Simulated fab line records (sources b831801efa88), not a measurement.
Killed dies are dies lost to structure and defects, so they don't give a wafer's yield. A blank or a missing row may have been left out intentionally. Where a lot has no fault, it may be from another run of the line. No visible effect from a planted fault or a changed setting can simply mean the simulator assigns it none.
A struck lot beside a sound one / flow sky130 / 15 steps out of a route of 708
Sound: the wafers L567.1, L567.2, L567.5. Wafers struck: L566.1, L566.2, L566.3. The cause comes at the end.
Order at every step that has rows: each side's tool, ch and its chambers, its first start. Under that, the readings that differ: sound wafers / struck wafers / difference of the means / sigmas: that difference in standard deviations of wafers without a fault.
alike: readings with means less than 2 such deviations apart, plus words and numbers identical on both sides. not compared: withheld readings, readings lacking a value on some wafer, bounds such as >300 that could conceal the same value, and numbers that have no deviation in the record and whose values overlap.
A row with sigmas, a row that says differs or no value, or rows on one side alone: a step with any of these is where the two part. Numbers that don't overlap but have no deviation are shown without sigmas and don't part them. Lack of a reading on every wafer of one side parts them only where that side has two or more wafers.

first, 3 steps without rows for these wafers: SKY_SD_P_EXPOSE_04 (exposes mask PSDM, target cd 380 nm); SKY_SD_P_PEB_05; SKY_SD_P_DEVELOP_06 (develop time 60 s).
SKY_SD_P_CD_MEAS_07: target cd 380 nm.
  sound on cd_sem-02 at day 28 06:04; struck on cd_sem-01 at day 27 18:19
  alike: cd_nm
SKY_SD_P_OVL_MEAS_08:
  sound on overlay-02 at day 28 06:11; struck on overlay-01 at day 27 18:26
reading=SD_P_OVL (nm); sound=-0.5 -0.3 2.7; struck=3.7 2.4 3.5; difference=+2.6; sigmas=+2
after that, 1 step had no rows for these wafers: SKY_SD_P_IMPLANT_09.
SKY_SD_P_STRIP_10: strips in O2/N2.
  sound on plasma_asher-04 ch 0,1, day 28 06:23; struck on plasma_asher-03 ch 0,1, day 27 18:37
  alike: chamber_pressure_mTorr, drypump_motor_current_A, oes_product_au, strip_time_to_endpoint_s
  not compared: rf_hours_counter_h
SKY_SD_P_TW_MEAS_11:
  sound on film_metro-01 at day 28 06:29; struck on film_metro-03 at day 27 18:43
reading=SD_P_TW; sound=2847 2861 2845; struck=2792 2786 2783; difference=-64; sigmas=-3
then, 4 steps without rows for these wafers: SKY_RES_XHIGH_DEHYDRATE_00 (time 60 s); SKY_RES_XHIGH_HMDS_01 (prime time 60 s); SKY_RES_XHIGH_COAT_02 (resist thk 1140 nm); SKY_RES_XHIGH_SOFTBAKE_03 (time 60 s).
SKY_RES_XHIGH_EXPOSE_04: exposes mask URPM, target cd 1270 nm.
  sound on iline_stepper-02 ch 0, day 28 20:47; struck on iline_stepper-01 ch 0, day 28 09:00
reading=model.RES_XHIGH.overlay_x_nm (nm); sound=0.3159 0.3159 0.3159; struck=180.6 180.6 180.6; difference=+180.3; sigmas=
  alike: mask, reticle_temp_C
after that, 1 step had no rows for these wafers: SKY_RES_XHIGH_PEB_05.
-- a jump in the record: the struck wafers' starts before and after are 19 days apart (it breaks off in module RES_XHIGH and resumes in module PAD_OPEN, where the first step shown is number 708 of the route) --
SKY_PAD_OPEN_PROBE_99:
  record: rows for the struck wafers here (prober-01, day 47 07:15), none for the sound ones

WHERE THEY PART
Earliest at SKY_SD_P_OVL_MEAS_08; latest, in this record, at SKY_PAD_OPEN_PROBE_99.

WHY: what had been put in by the simulator
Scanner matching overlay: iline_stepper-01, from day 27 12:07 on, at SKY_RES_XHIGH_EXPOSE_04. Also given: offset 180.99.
